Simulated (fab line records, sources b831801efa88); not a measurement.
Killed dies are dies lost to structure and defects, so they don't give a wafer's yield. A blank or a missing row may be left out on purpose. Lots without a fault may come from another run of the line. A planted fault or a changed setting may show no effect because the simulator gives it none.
fab line records | flow gf180mcu
record lots=5 wafers=15 last_day=34
route steps=602 shown V2@406 M3@409 V3@429
lots that met no fault: from a run of the same line without faults
start_h: hours from the record's first day to the start of the lot's first wafer shown | wait_h: hours since the lot's step before | " the same as in the row above | L1.1+2: a row that stands for several wafers | - no value, or no start given | * or withheld: withheld | < > ~ a bound
route shown NAME@n: a module of which the file shows steps, and the number in the route of the first | usual: mean/standard deviation of fault-free wafers | same: alike in all rows | chamber/n: place in a boat | sites: the reading at each site | _std_site: their standard deviation | _edge_site: outer sites' mean less inner sites' | radius_mm: how far each site lies from the wafer's centre | mask NAME#n: copy n | behind: the tool/chamber that last shaped the wafer | hold: why the lot was held/for how many hours/how that ended | device: the transistor (n, p or np) that didn't switch | end of line: the same wafers' tests at the end of the route | a step without rows: its recipe alone | killed: dies lost to structure and defects at the first sort, not the wafer's yield | map: a wafer's dies, x killed, . not, _ none there
set.NAME: the setting as run; set.NAME@STEP: as run at that earlier step | model.NAME: the simulator's own value behind a step, which no gauge read
lots at some steps of the route; a table a step, a row a wafer
services: from which hour (start_h, from the record's first day; less than 0 if before it) a tool's chamber was out of use, for how many hours, and why
## steps
# step GF_V2_RS_MEAS_24
# recipe thk_meas_gauge=four-point-probe reads=W_of_V2_CVD_23+TiN_of_V2_SPUTTER_22+Ti_of_V2_SPUTTER_21
# usual V2_W_RS=0.327/0.0049
# columns lot.wafer tool chamber start_h wait_h V2_W_RS[ohm/sq]
L081.3 film_metro-02 - 525.99 0.1 0.325
L081.4 " - " " 0.323
L081.5 " - " " 0.329
L082.4 film_metro-03 - 532.44 0.1 0.319
L082.5 " - " " 0.325
L082.6 " - " " 0.330
L090.1 film_metro-03 - 603.57 0.1 0.330
L090.4 " - " " 0.332
L090.6 " - " " 0.322
L093.1 film_metro-02 - 620.97 0.1 0.327
L093.4 " - " " 0.331
L093.5 " - " " 0.329
L096.1 film_metro-01 - 661.00 0.1 0.321
L096.5 " - " " 0.326
L096.6 " - " " 0.324
# step GF_V2_THK_MEAS_25
# recipe thk_meas_gauge=xrf reads=W_of_V2_CVD_23
# usual V2_W_THK=333/5.4
# columns lot.wafer tool chamber start_h wait_h V2_W_THK[nm]
L081.3 film_metro-02 - 526.09 0.1 338
L081.4 " - " " 340
L081.5 " - " " 336
L082.4 film_metro-03 - 532.53 0.1 335
L082.5 " - " " 330
L082.6 " - " " 325
L090.1 film_metro-03 - 603.69 0.1 327
L090.4 " - " " 327
L090.6 " - " " 335
L093.1 film_metro-02 - 621.09 0.1 337
L093.4 " - " " 331
L093.5 " - " " 334
L096.1 film_metro-01 - 661.12 0.1 335
L096.5 " - " " 330
L096.6 " - " " 333
# step GF_V2_CMP_26
# recipe stop_on=SiO2 down_force_psi=3.5 platen_rpm=60 t_overpolish_s=15 target_thk_nm=0 pad_velocity_m_s=0.94248
# usual motor_current_A=11.3/1.1 overpolish_run_s=15.000/0.0087 time_to_endpoint_s=82/4.5
# columns lot.wafer tool chamber start_h wait_h motor_current_A overpolish_run_s time_to_endpoint_s
L081.3 cmp-01 0 526.18 0.1 12.4 15.001 88
L081.4 " 2 " " 11.9 15.008 90
L081.5 " 0 " " 12.7 15.013 86
L082.4 cmp-02 3 532.71 0.2 12.5 14.999 82
L082.5 " 0 " " 10.8 15.009 92
L082.6 " 1 " " 10.9 14.999 87
L090.1 cmp-02 3 603.80 0.1 12.8 15.013 74
L090.4 " 1 " " 10.7 14.998 82
L090.6 " 2 " " 11.5 15.006 76
L093.4 cmp-01 3 621.25 0.1 11.8 15.013 77
L093.1 " 0 " " 12.6 15.003 79
L093.5 " 1 " " 9.1 14.995 78
L096.1 cmp-01 1 661.57 0.4 9.5 14.994 84
L096.5 " 2 " " 12.2 14.987 85
L096.6 " 3 " " 10.9 14.996 81
# step GF_M3_SPUTTER_00
# recipe material=Ti target_thk_nm=37.5 arriving_ion_energy_ev=80 substrate_temp_c=200 chamber_pressure_pa=2 power_w=4000 time_s=150
# usual cathode_dc_power_W=4000.0/0.72 substrate_temp_c=200.01/0.16 throttle_valve_pct=30.4/0.8
# columns lot.wafer tool chamber start_h wait_h cathode_dc_power_W substrate_temp_c throttle_valve_pct
L081.3 pvd_sputter-02 - 526.43 0.2 4000.3 200.25 29.3
L081.4 " - " " 3998.7 200.16 30.1
L081.5 " - " " 3999.4 200.03 30.3
L082.4 pvd_sputter-02 - 532.86 0.1 3999.9 199.83 29.2
L082.5 " - " " 4000.8 200.15 32.0
L082.6 " - " " 4000.3 200.07 29.0
L090.1 pvd_sputter-03 - 604.05 0.2 3999.4 199.83 31.5
L090.4 " - " " 4000.3 200.21 30.8
L090.6 " - " " 3999.9 200.01 30.8
L093.1 pvd_sputter-02 - 621.45 0.1 4000.2 200.23 29.5
L093.4 " - " " 3999.5 199.90 30.2
L093.5 " - " " 3999.7 200.00 31.7
L096.1 pvd_sputter-04 - 661.72 0.1 4000.5 200.09 31.1
L096.5 " - " " 3999.4 200.11 31.3
L096.6 " - " " 4000.6 200.05 29.6
# step GF_M3_SPUTTER_01
# recipe material=TiN target_thk_nm=30 power_w=6500 time_s=25 chamber_pressure_pa=0.4
# usual cathode_dc_power_W=6500.1/1.1 throttle_valve_pct=30.4/0.81
# columns lot.wafer tool chamber start_h wait_h cathode_dc_power_W throttle_valve_pct
L081.3 pvd_sputter-02 - 526.53 0.1 6500.7 29.1
L081.4 " - " " 6501.7 30.3
L081.5 " - " " 6501.1 30.2
L082.4 pvd_sputter-02 - 532.96 0.1 6501.0 29.3
L082.5 " - " " 6500.8 31.9
L082.6 " - " " 6500.5 29.1
L090.1 pvd_sputter-03 - 604.15 0.1 6500.0 31.4
L090.4 " - " " 6501.2 30.7
L090.6 " - " " 6499.2 30.9
L093.1 pvd_sputter-02 - 621.55 0.1 6500.5 29.3
L093.4 " - " " 6497.9 30.0
L093.5 " - " " 6499.3 31.6
L096.1 pvd_sputter-04 - 661.82 0.1 6499.0 31.4
L096.5 " - " " 6499.2 31.2
L096.6 " - " " 6499.0 29.8
# step GF_M3_SPUTTER_02
# recipe material=AlCu target_thk_nm=450 power_w=10600 time_s=23.9 chamber_pressure_pa=0.4
# usual cathode_dc_power_W=10600/2 throttle_valve_pct=30.4/0.81
# columns lot.wafer tool chamber start_h wait_h cathode_dc_power_W throttle_valve_pct
L081.3 pvd_sputter-02 - 526.56 0.0 10601 29.3
L081.4 " - " " 10603 30.1
L081.5 " - " " 10602 30.4
L082.4 pvd_sputter-02 - 532.99 0.0 10601 29.2
L082.5 " - " " 10603 32.0
L082.6 " - " " 10599 29.1
L090.1 pvd_sputter-03 - 604.18 0.0 10600 31.4
L090.4 " - " " 10599 30.8
L090.6 " - " " 10604 30.8
L093.1 pvd_sputter-02 - 621.58 0.0 10598 29.2
L093.4 " - " " 10602 30.3
L093.5 " - " " 10605 31.8
L096.1 pvd_sputter-04 - 661.85 0.0 10599 31.3
L096.5 " - " " 10598 31.5
L096.6 " - " " 10597 29.8
# step GF_M3_SPUTTER_03
# recipe material=Ti target_thk_nm=10 substrate_temp_c=300 chamber_pressure_pa=0.3 power_w=3000 time_s=6.7
# usual cathode_dc_power_W=3000.0/0.57 substrate_temp_c=299.98/0.18 throttle_valve_pct=30.4/0.8
# columns lot.wafer tool chamber start_h wait_h cathode_dc_power_W substrate_temp_c throttle_valve_pct
L081.3 pvd_sputter-02 - 526.59 0.0 3000.2 300.09 29.2
L081.4 " - " " 3000.0 300.54 30.3
L081.5 " - " " 3000.0 300.11 30.4
L082.4 pvd_sputter-02 - 533.02 0.0 3000.2 299.87 28.8
L082.5 " - " " 3000.5 300.11 31.7
L082.6 " - " " 2999.7 299.89 29.4
L090.1 pvd_sputter-03 - 604.21 0.0 3000.3 300.14 31.2
L090.4 " - " " 2999.2 299.83 30.7
L090.6 " - " " 3001.0 299.93 30.9
L093.1 pvd_sputter-02 - 621.61 0.0 3000.7 300.03 29.0
L093.4 " - " " 3001.2 299.68 30.2
L093.5 " - " " 2999.7 300.05 31.7
L096.1 pvd_sputter-04 - 661.88 0.0 2999.9 300.14 31.5
L096.5 " - " " 3000.8 300.10 31.2
L096.6 " - " " 2999.0 299.81 29.8
# step GF_M3_SPUTTER_04
# recipe material=TiN target_thk_nm=50 power_w=6500 time_s=41.7 chamber_pressure_pa=0.4
# usual cathode_dc_power_W=6500.1/1.1 throttle_valve_pct=30.4/0.82
# columns lot.wafer tool chamber start_h wait_h cathode_dc_power_W throttle_valve_pct
L081.3 pvd_sputter-02 - 526.61 0.0 6500.6 29.3
L081.4 " - " " 6502.1 30.2
L081.5 " - " " 6502.1 30.3
L082.4 pvd_sputter-02 - 533.04 0.0 6499.4 29.1
L082.5 " - " " 6498.8 32.1
L082.6 " - " " 6501.0 28.9
L090.1 pvd_sputter-03 - 604.23 0.0 6499.9 31.5
L090.4 " - " " 6499.4 30.6
L090.6 " - " " 6498.9 31.0
L093.1 pvd_sputter-02 - 621.63 0.0 6502.8 29.0
L093.4 " - " " 6500.0 30.5
L093.5 " - " " 6500.1 31.8
L096.1 pvd_sputter-04 - 661.90 0.0 6500.4 31.6
L096.5 " - " " 6500.9 31.1
L096.6 " - " " 6499.6 29.7
# step GF_M3_RS_MEAS_05
# recipe thk_meas_gauge=four-point-probe reads=TiN_of_M3_SPUTTER_04+Ti_of_M3_SPUTTER_03+AlCu_of_M3_SPUTTER_02+TiN_of_M3_SPUTTER_01+Ti_of_M3_SPUTTER_00
# usual M3_ALCU_RS=0.0698/0.00095
# columns lot.wafer tool chamber start_h wait_h M3_ALCU_RS[ohm/sq]
L081.3 film_metro-01 - 526.69 0.1 0.0693
L081.4 " - " " 0.0691
L081.5 " - " " 0.0702
L082.4 film_metro-01 - 533.14 0.1 0.0692
L082.5 " - " " 0.0694
L082.6 " - " " 0.0689
L090.1 film_metro-04 - 604.27 0.0 0.0687
L090.4 " - " " 0.0710
L090.6 " - " " 0.0698
L093.1 film_metro-04 - 621.67 0.0 0.0691
L093.4 " - " " 0.0696
L093.5 " - " " 0.0703
L096.1 film_metro-04 - 661.94 0.0 0.0695
L096.5 " - " " 0.0699
L096.6 " - " " 0.0682
# step GF_M3_THK_MEAS_06
# recipe thk_meas_gauge=xrf reads=AlCu_of_M3_SPUTTER_02
# usual M3_ALCU_THK=444/6.8
# columns lot.wafer tool chamber start_h wait_h M3_ALCU_THK[nm]
L081.3 film_metro-01 - 526.79 0.1 447
L081.4 " - " " 447
L081.5 " - " " 442
L082.4 film_metro-01 - 533.23 0.1 448
L082.5 " - " " 449
L082.6 " - " " 448
L090.1 film_metro-04 - 604.39 0.1 453
L090.4 " - " " 442
L090.6 " - " " 446
L093.1 film_metro-04 - 621.79 0.1 455
L093.4 " - " " 449
L093.5 " - " " 443
L096.1 film_metro-04 - 662.06 0.1 448
L096.5 " - " " 443
L096.6 " - " " 457
# step GF_M3_DEHYDRATE_07
# recipe temp_c=200 time_s=60
# usual chill_plate_temp_C=22.99/0.095 resist_line_temp_C=22.99/0.11
# columns lot.wafer tool chamber start_h wait_h chill_plate_temp_C resist_line_temp_C
L081.3 litho_track-04 0 536.75 9.9 22.93 22.82
L081.4 " 0 " " 22.91 22.87
L081.5 " 0 " " 23.04 23.05
L082.4 litho_track-02 0 544.28 11.0 23.06 23.09
L082.5 " 0 " " 22.98 23.10
L082.6 " 0 " " 22.93 23.04
L090.1 litho_track-02 0 614.46 10.1 22.98 23.00
L090.4 " 0 " " 23.08 22.88
L090.6 " 0 " " 23.18 22.99
L093.1 litho_track-02 0 630.76 9.0 22.96 22.88
L093.4 " 0 " " 23.07 22.86
L093.5 " 0 " " 23.07 22.77
L096.1 litho_track-01 0 663.60 1.5 22.94 22.94
L096.5 " 0 " " 22.99 22.98
L096.6 " 0 " " 22.87 23.08
# step GF_M3_HMDS_08
# recipe prime_time_s=60 prime_temp_c=120
# usual chill_plate_temp_C=22.99/0.11 resist_line_temp_C=23.01/0.1
# columns lot.wafer tool chamber start_h wait_h chill_plate_temp_C resist_line_temp_C
L081.3 litho_track-04 0 536.90 0.1 22.87 22.94
L081.4 " 0 " " 22.96 23.18
L081.5 " 0 " " 22.88 23.08
L082.4 litho_track-02 0 544.43 0.1 23.10 22.90
L082.5 " 0 " " 23.08 23.03
L082.6 " 0 " " 23.11 23.03
L090.1 litho_track-02 0 614.61 0.1 22.88 22.95
L090.4 " 0 " " 22.79 22.87
L090.6 " 0 " " 22.83 22.72
L093.1 litho_track-02 0 630.91 0.1 22.96 23.06
L093.4 " 0 " " 23.11 23.06
L093.5 " 0 " " 23.04 22.91
L096.1 litho_track-01 0 663.75 0.1 23.19 23.22
L096.5 " 0 " " 23.21 23.17
L096.6 " 0 " " 23.17 23.22
# step GF_M3_COAT_09
# recipe resist=KrF spin_rpm=withheld resist_thk_nm=1008
# usual chill_plate_temp_C=23.00/0.093 resist_line_temp_C=23.00/0.098
# columns lot.wafer tool chamber start_h wait_h chill_plate_temp_C resist_line_temp_C
L081.3 litho_track-04 0 537.05 0.1 23.01 22.78
L081.4 " 0 " " 23.03 22.90
L081.5 " 0 " " 22.99 22.88
L082.4 litho_track-02 0 544.58 0.1 22.94 23.23
L082.5 " 0 " " 22.98 23.14
L082.6 " 0 " " 23.03 23.10
L090.1 litho_track-02 0 614.76 0.1 23.06 23.01
L090.4 " 0 " " 22.85 22.98
L090.6 " 0 " " 23.14 22.92
L093.1 litho_track-02 0 631.06 0.1 22.97 23.17
L093.4 " 0 " " 23.04 22.98
L093.5 " 0 " " 22.98 22.92
L096.1 litho_track-01 0 663.90 0.1 23.06 22.94
L096.5 " 0 " " 23.00 23.10
L096.6 " 0 " " 22.91 22.79
# step GF_M3_SOFTBAKE_10
# recipe temp_c=130 time_s=60 resist=KrF
# usual chill_plate_temp_C=23.04/0.099 resist_line_temp_C=22.97/0.098
# columns lot.wafer tool chamber start_h wait_h chill_plate_temp_C resist_line_temp_C
L081.3 litho_track-04 0 537.20 0.1 22.97 22.86
L081.4 " 0 " " 23.04 22.98
L081.5 " 0 " " 23.06 22.91
L082.4 litho_track-02 0 544.73 0.1 23.01 23.23
L082.5 " 0 " " 22.91 23.07
L082.6 " 0 " " 23.07 22.94
L090.1 litho_track-02 0 614.91 0.1 22.99 23.00
L090.4 " 0 " " 22.95 23.08
L090.6 " 0 " " 23.06 23.02
L093.1 litho_track-02 0 631.21 0.1 23.23 22.99
L093.4 " 0 " " 23.16 22.90
L093.5 " 0 " " 23.19 22.87
L096.1 litho_track-01 0 664.05 0.1 23.10 23.08
L096.5 " 0 " " 23.04 22.87
L096.6 " 0 " " 22.94 22.98
# step GF_M3_EXPOSE_11
# recipe mask_id=Metal3 target_cd_nm=280 na=0.68 source_shape=conventional sigma_outer=0.6 dose_mj=28
# columns lot.wafer tool chamber start_h wait_h mask
L081.3+4+5 krf_scanner-01 0 - - Metal3#0
L082.4+5+6 krf_scanner-02 0 - - Metal3#0
L090.1+4+6 krf_scanner-01 0 - - Metal3#0
L093.1+4+5 krf_scanner-02 0 - - Metal3#0
L096.1+5+6 krf_scanner-02 0 - - Metal3#0
# step GF_M3_PEB_12
# recipe peb_temp_c=135 peb_time_s=90 resist=KrF
# usual chill_plate_temp_C=22.99/0.086 resist_line_temp_C=23.03/0.11
# columns lot.wafer tool chamber start_h wait_h chill_plate_temp_C resist_line_temp_C
L081.3 litho_track-04 0 - - 22.95 23.02
L081.4 " 0 " " 23.08 23.22
L081.5 " 0 " " 23.15 23.20
L082.4 litho_track-01 0 - - 23.16 22.92
L082.5 " 0 " " 22.91 22.97
L082.6 " 0 " " 23.13 22.96
L090.1 litho_track-02 0 - - 22.87 23.01
L090.4 " 0 " " 22.92 23.01
L090.6 " 0 " " 22.97 23.13
L093.1 litho_track-04 0 - - 22.95 23.00
L093.4 " 0 " " 23.13 22.92
L093.5 " 0 " " 22.97 23.08
L096.1 litho_track-04 0 - - 22.92 22.72
L096.5 " 0 " " 22.89 22.92
L096.6 " 0 " " 22.95 22.91
# step GF_M3_DEVELOP_13
# recipe develop_time_s=60 dev_temp_c=21
# usual chill_plate_temp_C=22.97/0.1 resist_line_temp_C=23.00/0.096
# columns lot.wafer tool chamber start_h wait_h chill_plate_temp_C resist_line_temp_C
L081.3 litho_track-04 0 548.30 0.1 22.73 22.84
L081.4 " 0 " " 22.77 22.99
L081.5 " 0 " " 22.94 23.13
L082.4 litho_track-01 0 555.92 0.1 22.96 22.84
L082.5 " 0 " " 22.77 22.97
L082.6 " 0 " " 22.98 22.94
L090.1 litho_track-02 0 625.11 0.2 23.04 23.09
L090.4 " 0 " " 23.03 23.11
L090.6 " 0 " " 23.09 23.08
L093.1 litho_track-04 0 640.20 0.2 22.87 23.03
L093.4 " 0 " " 22.93 23.09
L093.5 " 0 " " 23.01 22.83
L096.1 litho_track-04 0 667.02 0.2 23.02 23.02
L096.5 " 0 " " 22.98 22.94
L096.6 " 0 " " 23.07 23.11
# step GF_M3_CD_MEAS_14
# recipe target_cd_nm=280
# usual cd_nm=279.5/0.99
# columns lot.wafer tool chamber start_h wait_h cd_nm
L081.3 cd_sem-01 - 548.44 0.1 278.8
L081.4 " - " " 277.9
L081.5 " - " " 278.4
L082.4 cd_sem-01 - 556.13 0.2 278.1
L082.5 " - " " 278.4
L082.6 " - " " 278.9
L090.1 cd_sem-01 - 625.26 0.1 279.4
L090.4 " - " " 278.6
L090.6 " - " " 279.3
L093.1 cd_sem-01 - 659.70 19.5 278.4
L093.4 " - " " 278.8
L093.5 " - " " 279.1
L096.1 cd_sem-01 - 671.47 4.4 280.8
L096.5 " - " " 279.3
L096.6 " - " " 281.3
# step GF_M3_OVL_MEAS_15
# usual M3_OVL=-6/5.4
# columns lot.wafer tool chamber start_h wait_h M3_OVL[nm]
L081.3 overlay-02 - 548.53 0.1 -6
L081.4 " - " " -9
L081.5 " - " " -1
L082.4 overlay-02 - 556.21 0.1 -7
L082.5 " - " " -10
L082.6 " - " " -13
L090.1 overlay-01 - 625.38 0.1 -3
L090.4 " - " " -18
L090.6 " - " " -3
L093.1 overlay-02 - 659.82 0.1 -10
L093.4 " - " " -17
L093.5 " - " " -12
L096.1 overlay-01 - 671.59 0.1 -10
L096.5 " - " " -7
L096.6 " - " " -6
# step GF_M3_METAL_ETCH_16
# recipe chemistry=Cl2/BCl3 mask_material=KrF target_depth_nm=627.5 stop_on=SiO2 pressure_mtorr=8 icp_w=800 bias_w=140 Cl2_flow_sccm=80 bcl3_flow_sccm=40 time_s=104.6
# usual drypump_motor_current_A=5.7/0.44 oes_product_au=0.971/0.0074 throttle_valve_pct=28.251/0.011
# columns lot.wafer tool chamber start_h wait_h drypump_motor_current_A oes_product_au rf_hours_counter_h throttle_valve_pct
L081.3 rie_metal-02 1 548.59 0.1 6.2 0.981 - 28.252
L081.4 " 0 " " 5.2 0.978 - 28.241
L081.5 " 1 " " 6.1 0.966 - 28.250
L082.4 rie_metal-03 0 556.26 0.0 6.0 0.979 - 28.252
L082.5 " 0 " " 6.1 0.971 - 28.245
L082.6 " 1 " " 5.5 0.981 - 28.249
L090.1 rie_metal-03 1 625.41 0.0 5.5 0.977 13 28.245
L090.4 " 1 " " 5.5 0.962 - 28.244
L090.6 " 1 " " 5.5 0.975 - 28.253
L093.1 rie_metal-03 0 659.86 0.0 6.0 0.977 4 28.240
L093.4 " 0 " " 6.0 0.958 - 28.277
L093.5 " 0 " " 6.0 0.968 - 28.252
L096.1 rie_metal-04 0 671.63 0.0 4.9 0.973 7 28.243
L096.5 " 0 " " 4.9 0.968 - 28.245
L096.6 " 1 " " 5.8 0.976 - 28.248
# step GF_M3_STRIP_17
# recipe chemistry=O2/N2 power_w=1400 pressure_mtorr=1500 platen_temp_c=250 o2_flow_sccm=3000 n2_flow_sccm=300 overash_fraction=0.5
# usual drypump_motor_current_A=5.86/0.22 heater_power_w=336/27 oes_product_au=0.559/0.0046 strip_time_to_endpoint_s=7.91/0.049
# columns lot.wafer tool chamber start_h wait_h drypump_motor_current_A heater_power_w oes_product_au rf_hours_counter_h strip_time_to_endpoint_s
L081.3 plasma_asher-02 1 548.70 0.1 5.99 353 0.562 - 7.96
L081.4 " 0 " " 5.75 352 0.558 - 7.86
L081.5 " 1 " " 6.04 358 0.558 - 7.88
L082.4 plasma_asher-04 0 556.37 0.1 5.99 368 0.559 - 7.92
L082.5 " 0 " " 5.99 358 0.563 - 7.95
L082.6 " 1 " " 5.74 322 0.554 - 7.88
L090.1 plasma_asher-03 0 625.52 0.1 6.23 271 0.547 89 7.91
L090.4 " 0 " " 6.21 283 0.551 - 7.91
L090.6 " 0 " " 6.22 282 0.556 - 7.88
L093.1 plasma_asher-04 0 660.08 0.2 5.97 369 0.562 54 7.89
L093.4 " 0 " " 5.98 364 0.558 - 7.97
L093.5 " 0 " " 5.98 373 0.557 - 7.93
L096.1 plasma_asher-03 0 671.74 0.1 6.21 276 0.557 93 7.80
L096.5 " 0 " " 6.24 283 0.550 - 7.79
L096.6 " 1 " " 5.44 309 0.562 - 7.96
# step GF_M3_STRIP_18
# recipe chemistry=post_etch_residue_remover time_s=1200 temp_c=72.5
# columns lot.wafer tool chamber start_h wait_h
L081.3+4+5 wet_bench-02 1 548.77 0.0
L082.4+5+6 wet_bench-04 3 556.44 0.0
L090.1+4+6 wet_bench-01 3 625.62 0.1
L093.1+4+5 wet_bench-04 3 660.18 0.1
L096.1+5+6 wet_bench-02 0 671.84 0.1
# step GF_M3_CLEAN_19
# recipe chemistry=DIW dry=n2_spin
# columns lot.wafer tool chamber start_h wait_h
L081.3+4+5 wet_bench-04 2 549.14 0.0
L082.4+5+6 wet_bench-02 3 556.78 0.0
L090.1+4+6 wet_bench-04 0 626.03 0.0
L093.1+4+5 wet_bench-02 1 660.55 0.0
L096.1+5+6 wet_bench-02 0 672.18 0.0
# step GF_V3_CVD_00
# recipe material=SiO2 target_thk_nm=600 sigma_open_frac=0.3 temp_c=400 time_s=100 sih4_flow_sccm=60 pressure_mtorr=6
# columns lot.wafer tool chamber start_h wait_h
L081.3+4+5 hdpcvd-01 0,1,2 549.23 0.0
L082.4+5+6 hdpcvd-02 2,1,0 556.91 0.0
L090.1+4+6 hdpcvd-02 0,2,1 626.12 0.0
L093.1+4+5 hdpcvd-01 0,0,2 660.64 0.0
L096.1+5+6 hdpcvd-01 0,0,1 672.27 0.0
# step GF_V3_THK_MEAS_01
# recipe reads=SiO2_of_V3_CVD_00
# usual V3_CVD_00_THK=605/7.1
# columns lot.wafer tool chamber start_h wait_h V3_CVD_00_THK[nm]
L081.3 film_metro-03 - 549.32 0.1 616
L081.4 " - " " 609
L081.5 " - " " 615
L082.4 film_metro-03 - 556.98 0.0 600
L082.5 " - " " 612
L082.6 " - " " 597
L090.1 film_metro-03 - 626.19 0.0 591
L090.4 " - " " 594
L090.6 " - " " 600
L093.1 film_metro-04 - 660.71 0.0 602
L093.4 " - " " 605
L093.5 " - " " 606
L096.1 film_metro-04 - 672.35 0.0 607
L096.5 " - " " 602
L096.6 " - " " 605
# step GF_V3_CVD_02
# recipe material=SiO2 target_thk_nm=850 precursor=TEOS temp_c=400 time_s=94.851 rf_w=600
# usual heater_power_w=625/76
# columns lot.wafer tool chamber start_h wait_h heater_power_w
L081.3 pecvd-03 2 549.36 0.0 559
L081.4 " 0 " " 751
L081.5 " 1 " " 521
L082.4 pecvd-03 2 557.05 0.1 692
L082.5 " 1 " " 551
L082.6 " 0 " " 788
L090.1 pecvd-02 1 626.25 0.1 604
L090.4 " 0 " " 669
L090.6 " 1 " " 479
L093.1 pecvd-03 0 660.77 0.1 736
L093.4 " 0 " " 600
L093.5 " 1 " " 582
L096.1 pecvd-04 2 672.41 0.1 745
L096.5 " 2 " " 611
L096.6 " 1 " " 627
# step GF_V3_THK_MEAS_03
# recipe reads=SiO2_of_V3_CVD_02
# usual V3_CVD_02_THK=851/14
# columns lot.wafer tool chamber start_h wait_h V3_CVD_02_THK[nm]
L081.3 film_metro-02 - 549.45 0.1 842
L081.4 " - " " 849
L081.5 " - " " 867
L082.4 film_metro-04 - 557.11 0.0 844
L082.5 " - " " 856
L082.6 " - " " 843
L090.1 film_metro-04 - 626.32 0.0 834
L090.4 " - " " 854
L090.6 " - " " 853
L093.1 film_metro-04 - 660.84 0.0 845
L093.4 " - " " 860
L093.5 " - " " 856
L096.1 film_metro-04 - 672.47 0.0 858
L096.5 " - " " 865
L096.6 " - " " 837
# step GF_V3_CMP_04
# recipe material=SiO2 down_force_psi=4 platen_rpm=60 pad_velocity_m_s=0.94248
# usual motor_current_A=12.4/1.2 time_to_endpoint_s=78/6.3
# columns lot.wafer tool chamber start_h wait_h motor_current_A time_to_endpoint_s
L081.4 cmp-02 2 549.54 0.1 12.5 72
L081.3 " 0 " " 11.2 83
L081.5 " 2 " " 12.3 78
L082.4 cmp-02 3 557.24 0.1 13.6 73
L082.5 " 1 " " 11.9 85
L082.6 " 2 " " 11.9 73
L090.1 cmp-01 2 626.43 0.1 13.7 78
L090.4 " 0 " " 13.4 79
L090.6 " 1 " " 9.9 83
L093.1 cmp-02 2 660.90 0.1 11.8 72
L093.4 " 1 " " 11.9 87
L093.5 " 3 " " 14.6 79
L096.1 cmp-02 0 672.53 0.1 10.8 86
L096.6 " 0 " " 11.6 76
L096.5 " 1 " " 12.2 86
# step GF_V3_BOW_MEAS_05
# recipe mode=bow
# usual V3_BOW=117/9
# columns lot.wafer tool chamber start_h wait_h V3_BOW[um]
L081.3 film_metro-04 - 549.83 0.1 104
L081.4 " - " " 102
L081.5 " - " " 101
L082.4 film_metro-03 - 557.50 0.2 118
L082.5 " - " " 104
L082.6 " - " " 120
L090.1 film_metro-04 - 626.68 0.2 121
L090.4 " - " " 107
L090.6 " - " " 104
L093.1 film_metro-04 - 661.20 0.2 106
L093.4 " - " " 107
L093.5 " - " " 121
L096.1 film_metro-04 - 672.83 0.2 121
L096.5 " - " " 116
L096.6 " - " " 113
# step GF_V3_DEHYDRATE_06
# recipe temp_c=200 time_s=60
# usual chill_plate_temp_C=23.00/0.099 resist_line_temp_C=23.00/0.11
# columns lot.wafer tool chamber start_h wait_h chill_plate_temp_C resist_line_temp_C
L081.3 litho_track-02 0 560.41 10.6 22.87 22.89
L081.4 " 0 " " 22.84 23.09
L081.5 " 0 " " 22.86 23.03
L082.4 litho_track-02 0 568.48 11.0 22.77 23.00
L082.5 " 0 " " 22.95 22.91
L082.6 " 0 " " 22.88 22.97
L090.1 litho_track-04 0 635.85 9.1 22.95 23.02
L090.4 " 0 " " 23.09 23.28
L090.6 " 0 " " 22.86 23.20
L093.1 litho_track-04 0 661.52 0.3 22.96 23.02
L093.4 " 0 " " 23.04 22.89
L093.5 " 0 " " 22.97 22.96
L096.1 litho_track-04 0 679.82 7.0 22.97 23.25
L096.5 " 0 " " 22.93 23.08
L096.6 " 0 " " 22.90 23.08
# step GF_V3_HMDS_07
# recipe prime_time_s=60 prime_temp_c=120
# usual chill_plate_temp_C=22.98/0.1 resist_line_temp_C=22.97/0.11
# columns lot.wafer tool chamber start_h wait_h chill_plate_temp_C resist_line_temp_C
L081.3 litho_track-02 0 560.56 0.1 22.91 23.16
L081.4 " 0 " " 22.87 23.09
L081.5 " 0 " " 22.82 23.14
L082.4 litho_track-02 0 568.63 0.1 23.12 22.77
L082.5 " 0 " " 22.96 22.77
L082.6 " 0 " " 23.07 22.77
L090.1 litho_track-04 0 636.00 0.1 22.94 23.03
L090.4 " 0 " " 22.96 23.17
L090.6 " 0 " " 23.03 22.97
L093.1 litho_track-04 0 661.67 0.1 23.06 23.03
L093.4 " 0 " " 22.86 22.85
L093.5 " 0 " " 22.96 23.02
L096.1 litho_track-04 0 679.97 0.1 23.00 22.92
L096.5 " 0 " " 23.00 22.75
L096.6 " 0 " " 23.05 23.06
# step GF_V3_COAT_08
# recipe resist=BARC temp_c=withheld time_s=withheld spin_rpm=withheld resist_thk_nm=withheld
# usual chill_plate_temp_C=* resist_line_temp_C=*
# columns lot.wafer tool chamber start_h wait_h chill_plate_temp_C resist_line_temp_C
L081.3 litho_track-02 0 560.71 0.1 * *
L081.4 " 0 " " * *
L081.5 " 0 " " * *
L082.4 litho_track-02 0 568.78 0.1 * *
L082.5 " 0 " " * *
L082.6 " 0 " " * *
L090.1 litho_track-04 0 636.15 0.1 * *
L090.4 " 0 " " * *
L090.6 " 0 " " * *
L093.1 litho_track-04 0 661.82 0.1 * *
L093.4 " 0 " " * *
L093.5 " 0 " " * *
L096.1 litho_track-04 0 680.12 0.1 * *
L096.5 " 0 " " * *
L096.6 " 0 " " * *
## services
# columns tool chamber start_h hours kind
pvd_sputter-02 - 514.93 9.7 repair
cmp-02 - 519.65 9.8 pm
krf_scanner-02 - 524.10 1.3 pm
pecvd-03 0 532.72 3.0 repair
cmp-02 - 535.01 0.7 repair
pvd_sputter-02 - 543.77 2.3 repair
pecvd-03 - 548.01 0.7 repair
rie_metal-03 - 557.71 0.6 repair
krf_scanner-02 - 570.25 0.8 pm
cmp-01 - 571.63 4.1 pm
cmp-02 - 572.29 4.0 pm
cmp-01 - 578.41 0.4 repair
cmp-02 - 587.66 2.7 repair
krf_scanner-02 - 589.05 1.0 pm
pecvd-03 - 591.12 14.0 pm
rie_metal-03 - 602.07 2.8 pm
pecvd-03 - 604.52 0.9 repair
cmp-01 - 609.30 2.1 repair
cmp-02 - 623.65 12.1 pm
cmp-01 - 629.98 3.9 repair
cmp-02 - 641.59 1.4 repair
cmp-01 - 645.26 3.0 repair
pvd_sputter-02 - 656.16 12.5 repair
cmp-02 - 679.05 6.9 pm
## key
fault none
